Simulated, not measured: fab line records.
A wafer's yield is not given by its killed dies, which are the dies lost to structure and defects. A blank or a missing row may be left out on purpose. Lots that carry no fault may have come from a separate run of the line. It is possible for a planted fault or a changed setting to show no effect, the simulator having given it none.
Matching of chambers | flow sky130 | cmp-01 running SKY_CONTACT_CMP_27: 4 sister chambers
The step polishes, stops on SiO2, t overpolish 15 s, target thk 0 nm. 27 wafers are shown with their chamber, then 12 later ones without.

WAFERS WITH THEIR CHAMBER
wafer  | chamber | motor_current_A (A) | time_to_endpoint_s (s) | retaining_ring_pressure_frac
L074.1 | 0       | 8.7                 | 82.9                   | 1.003
L074.2 | 1       | 11.3                | 83.7                   | 1.001
L074.6 | 0       | 9.2                 | 83.1                   | 1.001
L076.1 | 1       | 11.8                | 82.5                   | 1.007
L076.2 | 0       | 8.6                 | 78.3                   | 1.009
L076.5 | 0       | 8.4                 | 80.4                   | 1.009
L077.2 | 2       | 12.4                | 76.8                   | 0.999
L077.3 | 3       | 8.2                 | 77.7                   | 0.997
L077.6 | 1       | 11.7                | 78.7                   | 1.009
L080.3 | 0       | 9.0                 | 76.6                   | 0.994
L080.4 | 1       | 12.0                | 79.4                   | 0.997
L080.6 | 3       | 8.5                 | 77.7                   | 1.001
L081.3 | 3       | 8.1                 | 78.1                   | 1.000
L081.5 | 2       | 12.6                | 79.8                   | 0.994
L081.6 | 1       | 11.4                | 85.6                   | 1.009
L084.4 | 3       | 8.5                 | 80.5                   | 0.995
L084.5 | 3       | 8.5                 | 80.6                   | 1.002
L084.6 | 2       | 12.5                | 78.6                   | 0.995
L088.1 | 0       | 8.8                 | 78.0                   | 1.004
L088.3 | 3       | 8.8                 | 76.0                   | 0.999
L088.4 | 2       | 11.9                | 74.8                   | 0.995
L089.1 | 3       | 8.4                 | 76.8                   | 0.997
L089.2 | 0       | 8.9                 | 79.1                   | 1.009
L089.6 | 0       | 9.0                 | 81.0                   | 1.002
L090.2 | 2       | 12.2                | 75.4                   | 1.000
L090.4 | 1       | 11.6                | 81.5                   | 0.999
L090.5 | 3       | 8.3                 | 75.6                   | 1.001

SIGNATURES (averages over the wafers above)
reading                      | chamber 0 | chamber 1 | chamber 2 | chamber 3 | scatter within a chamber
motor_current_A              | 8.825     | 11.633    | 12.320    | 8.412     | 0.249
time_to_endpoint_s           | 79.925    | 81.900    | 77.080    | 77.875    | 2.23
retaining_ring_pressure_frac | 1.00387   | 1.00367   | 0.99660   | 0.99900   | 0.00418
Rule: distance of a wafer from a chamber = root of the sum over the readings of ((wafer's reading minus chamber's mean) / reading's scatter) squared. The wafer belongs to the nearest chamber; if the next one is less than 2 further off, it can't be placed. The scatter is the square root of a quotient: the sum, over the shown wafers, of each reading's squared deviation from its chamber's mean, divided by wafers minus chambers.

WAFERS MISSING THEIR CHAMBER
wafer  | motor_current_A (A) | time_to_endpoint_s (s) | retaining_ring_pressure_frac
L094.2 | 8.5                 | 78.2                   | 0.999
L094.3 | 11.7                | 79.9                   | 1.004
L094.5 | 12.5                | 78.7                   | 1.000
L095.4 | 8.5                 | 84.5                   | 1.001
L095.5 | 8.4                 | 85.7                   | 0.995
L095.6 | 8.6                 | 82.4                   | 0.998
L096.2 | 12.0                | 74.1                   | 1.003
L096.4 | 12.1                | 76.0                   | 0.997
L096.6 | 9.0                 | 82.8                   | 1.001
L097.2 | 8.9                 | 78.6                   | 1.006
L097.4 | 11.9                | 73.3                   | 0.999
L097.5 | 8.5                 | 76.4                   | 1.012

THE CHAMBER EACH PASSED THROUGH
wafer  | from the rows above     | in truth
L094.2 | can't be placed: 3 or 0 | 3
L094.3 | 1                       | 1
L094.5 | 2                       | 2
L095.4 | can't be placed: 0 or 3 | 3
L095.5 | can't be placed: 3 or 0 | 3
L095.6 | can't be placed: 0 or 3 | 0
L096.2 | can't be placed: 2 or 1 | 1
L096.4 | 2                       | 2
L096.6 | can't be placed: 0 or 3 | 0
L097.2 | can't be placed: 0 or 3 | 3
L097.4 | can't be placed: 2 or 1 | 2
L097.5 | can't be placed: 0 or 3 | 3
Correct placement for 3 of the 12. Not placeable from these rows: 9 (in 9, the candidates include the true chamber). Wrongly placed: 0.
